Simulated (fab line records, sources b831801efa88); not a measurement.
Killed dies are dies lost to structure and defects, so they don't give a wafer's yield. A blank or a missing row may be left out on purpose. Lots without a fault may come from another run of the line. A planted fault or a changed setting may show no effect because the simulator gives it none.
A struck lot beside a sound one | flow sky130 | 15 steps out of a route of 708
Sound: wafers L852.2, L852.3, L852.4. Struck: wafers L856.1, L856.2, L856.3. The cause comes at the end.
At each step with rows: each side's tool, then ch and its chambers, then its first start. Under that, the readings that differ: sound wafers | struck wafers | difference of the means | sigmas: that difference in standard deviations of wafers without a fault.
alike: readings whose means differ by less than 2 such deviations, and words and numbers that are the same on both sides. not compared: withheld readings, readings that some wafer has no value for, bounds like >300 that may hide the same value, and numbers for which the record gives no deviation and whose values overlap.
The two part at a step that has a row with sigmas, a row that says differs or no value, or rows on one side only. Numbers that don't overlap but have no deviation are shown without sigmas and don't part them. A reading that every wafer of one side lacks parts them only if that side has two wafers or more.

first, 7 steps without rows for these wafers: SKY_LDD_N_DEHYDRATE_00 (time 60 s); SKY_LDD_N_HMDS_01 (prime time 60 s); SKY_LDD_N_COAT_02 (resist thk 306 nm); SKY_LDD_N_SOFTBAKE_03 (time 60 s); SKY_LDD_N_EXPOSE_04 (exposes mask NTM, target cd 840 nm); SKY_LDD_N_PEB_05; SKY_LDD_N_DEVELOP_06 (develop time 60 s).
SKY_LDD_N_OVL_MEAS_07:
  sound on overlay-01, day 21 16:05; struck on overlay-02, day 22 19:10
  alike: LDD_N_OVL
then, 4 steps without rows for these wafers: SKY_LDD_N_IMPLANT_08; SKY_LDD_N_IMPLANT_09; SKY_LDD_N_IMPLANT_10; SKY_LDD_N_IMPLANT_11.
SKY_LDD_N_IMPLANT_12:
  sound on implanter-02 ch 0, day 21 16:44; struck on implanter-02 ch 0, day 22 19:49
  reading                | sound              | struck               | difference | sigmas
  rotation_deg (degrees) | -0.007 0.021 0.020 | 82.313 82.330 82.307 | +82.305    | +99 or more
  alike: beam_energy_keV, faraday_current_uA
then, 1 step without rows for these wafers: SKY_LDD_N_IMPLANT_13.
-- the record jumps here: 26 days lie between the struck wafers' starts before and after (it left off in module LDD_N and takes up again in module PAD_OPEN, whose first step shown is number 708 of the route) --
SKY_PAD_OPEN_PROBE_99:
  sound on prober-01, day 48 12:44; struck on prober-01, day 49 07:46
  reading                                 | sound                | struck               | difference | sigmas
  model.etest.nfet_01v8_lvt.vt_sat_v (V)  | 0.5211 0.5307 0.5237 | 0.4942 0.4951 0.4892 | -0.0323    |
  model.etest.sram_nfet_pass.vt_sat_v (V) | 0.5663 0.5599 0.5613 | 0.5351 0.5296 0.5543 | -0.0228    |
  model.etest.nfet_01v8.vt_sat_v (V)      | 0.6302 0.6382 0.6373 | 0.6146 0.6257 0.6103 | -0.0184    |
  model.etest.nfet_01v8_turned.vt_v (V)   | 0.6912 0.693 0.6869  | 0.7234 0.7264 0.7224 | +0.0337    |
  model.etest.nfet_01v8_swapped.vt_v (V)  | 0.6917 0.6895 0.6908 | 0.6945 0.6969 0.6922 | +0.0039    |
  alike: killed_at_M0_to_M3, killed_at_M4_up, killed_at_contacts, killed_at_front_end, killed_at_other, killed_dies, killed_open, killed_short
  not compared: model.etest.nfet_01v8_lvt.vt_v, model.etest.nfet_01v8.vt_v

WHERE THEY PART
Only at SKY_LDD_N_IMPLANT_12, within this record. Later steps at which nothing parts them and some readings are alike: SKY_PAD_OPEN_PROBE_99.

WHY: what the simulator had put in
Process parameter drift: implanter-02, from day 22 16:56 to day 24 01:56, at SKY_LDD_N_IMPLANT_12. Setting rotation_deg, moved by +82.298, from 0. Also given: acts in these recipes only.
